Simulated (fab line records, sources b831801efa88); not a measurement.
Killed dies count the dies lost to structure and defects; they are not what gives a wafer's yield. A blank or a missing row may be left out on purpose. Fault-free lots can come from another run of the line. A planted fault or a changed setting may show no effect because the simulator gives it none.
Which tool is to blame? + flow sky130 + 13 lots with 39 wafers sampled at 3 steps, on a route of 708 steps

## WHAT EACH GAUGE READ, for each wafer
SKY_METAL2_RS_MEAS_05: a four-point-probe measurement.
| lot  | measured     | on           | METAL2_ALCU_RS (ohm/sq) |
|------|--------------|--------------|-------------------------|
| L906 | day 33 13:25 | filmMetro-02 | 0.1275 0.1271 0.1269    |
| L907 | day 33 16:20 | filmMetro-01 | 0.1298 0.1301 0.1297    |
| L908 | day 34 05:01 | filmMetro-03 | 0.1298 0.1265 0.1267    |
| L910 | day 34 18:30 | filmMetro-03 | 0.1252 0.1249 0.1256    |
| L911 | day 35 13:58 | filmMetro-01 | 0.1256 0.1268 0.1266    |
| L912 | day 35 21:10 | filmMetro-01 | 0.1274 0.1265 0.1248    |
| L916 | day 37 06:40 | filmMetro-02 | 0.1249 0.1259 0.1267    |
| L918 | day 37 13:25 | filmMetro-03 | 0.1277 0.1273 0.1276    |
| L917 | day 37 15:40 | filmMetro-02 | 0.1268 0.1269 0.1265    |
| L919 | day 38 01:13 | filmMetro-02 | 0.1264 0.1267 0.1267    |
| L920 | day 38 11:28 | filmMetro-03 | 0.1253 0.1227 0.1244    |
| L921 | day 38 13:08 | filmMetro-03 | 0.1255 0.1233 0.1237    |
| L929 | day 41 10:44 | filmMetro-02 | 0.1265 0.1263 0.1269    |

SKY_VIA2_THK_MEAS_01.
| lot  | measured     | on           | VIA2_HDPCVD_THK (nm) |
|------|--------------|--------------|----------------------|
| L906 | day 34 16:40 | filmMetro-03 | 1161 1165 1162       |
| L907 | day 34 19:41 | filmMetro-03 | 1178 1176 1169       |
| L908 | day 35 08:07 | filmMetro-04 | 1188 1176 1189       |
| L910 | day 35 22:03 | filmMetro-03 | 1183 1174 1179       |
| L911 | day 36 18:07 | filmMetro-03 | 1175 1201 1195       |
| L912 | day 37 01:01 | filmMetro-04 | 1170 1168 1174       |
| L916 | day 38 08:42 | filmMetro-03 | 1163 1193 1176       |
| L918 | day 38 15:23 | filmMetro-02 | 1198 1183 1175       |
| L917 | day 38 18:01 | filmMetro-04 | 1196 1171 1166       |
| L919 | day 39 03:37 | filmMetro-03 | 1192 1183 1192       |
| L920 | day 39 13:14 | filmMetro-02 | 1176 1188 1179       |
| L921 | day 39 15:28 | filmMetro-03 | 1168 1173 1174       |
| L929 | day 42 11:49 | filmMetro-02 | 1205 1198 1192       |

SKY_VIA2_OVL_MEAS_13.
| lot  | measured     | on         | VIA2_OVL (nm) |
|------|--------------|------------|---------------|
| L906 | day 35 20:18 | overlay-01 | 6 4 7         |
| L907 | day 35 22:34 | overlay-01 | 3 -5 -5       |
| L908 | day 36 10:15 | overlay-01 | 2 -3 7        |
| L910 | day 37 00:39 | overlay-02 | 7 7 9         |
| L911 | day 37 19:36 | overlay-02 | 8 4 11        |
| L912 | day 38 02:50 | overlay-01 | 0 1 -5        |
| L916 | day 39 10:56 | overlay-01 | 1 1 -5        |
| L918 | day 39 17:26 | overlay-02 | 7 6 2         |
| L917 | day 39 19:48 | overlay-01 | 11 9 4        |
| L919 | day 40 05:41 | overlay-01 | 12 9 8        |
| L920 | day 40 15:24 | overlay-02 | -4 -7 -3      |
| L921 | day 40 17:29 | overlay-02 | 2 3 6         |
| L929 | day 43 11:47 | overlay-01 | 3 10 13       |

## EACH LOT AND THE TOOL THAT RAN IT (in order: tool; ch and the chambers of the sampled wafers; start)
The record shows no process step preceding these readings.

## WHAT THE TOOLS THEMSELVES READ (means of the sampled wafers that have a number; where no wafer has one, the mark that the record gives instead)
The record holds no such reading with a usual standard deviation.

## THE ANSWER, worked out from the rows above alone
Rule: what is usual is taken from the lots themselves. Put in order of their means at a reading, lots are off if they are a third of the lots or fewer, leave a main group of 4 or more, and stand apart from it by a gap of 3 or more times the standard deviation of the main group's means; of several such gaps the widest counts. A main group whose means are all the same, to the digits that the tables above print for the reading, isn't used. A lot without any number at a reading at which 4 lots or more have one is off too. All remaining lots with rows at the step are treated as sound. Order of review: gauges by route order, followed by the tools' own readings, for which a lot's mean as printed above is used. At the first step where some lot is off, the reading lying furthest off is the one used; lots without a number count as furthest.
No lot is off at any reading shown: from this, nothing can be told.

## WHAT THE SIMULATOR HAD PUT IN
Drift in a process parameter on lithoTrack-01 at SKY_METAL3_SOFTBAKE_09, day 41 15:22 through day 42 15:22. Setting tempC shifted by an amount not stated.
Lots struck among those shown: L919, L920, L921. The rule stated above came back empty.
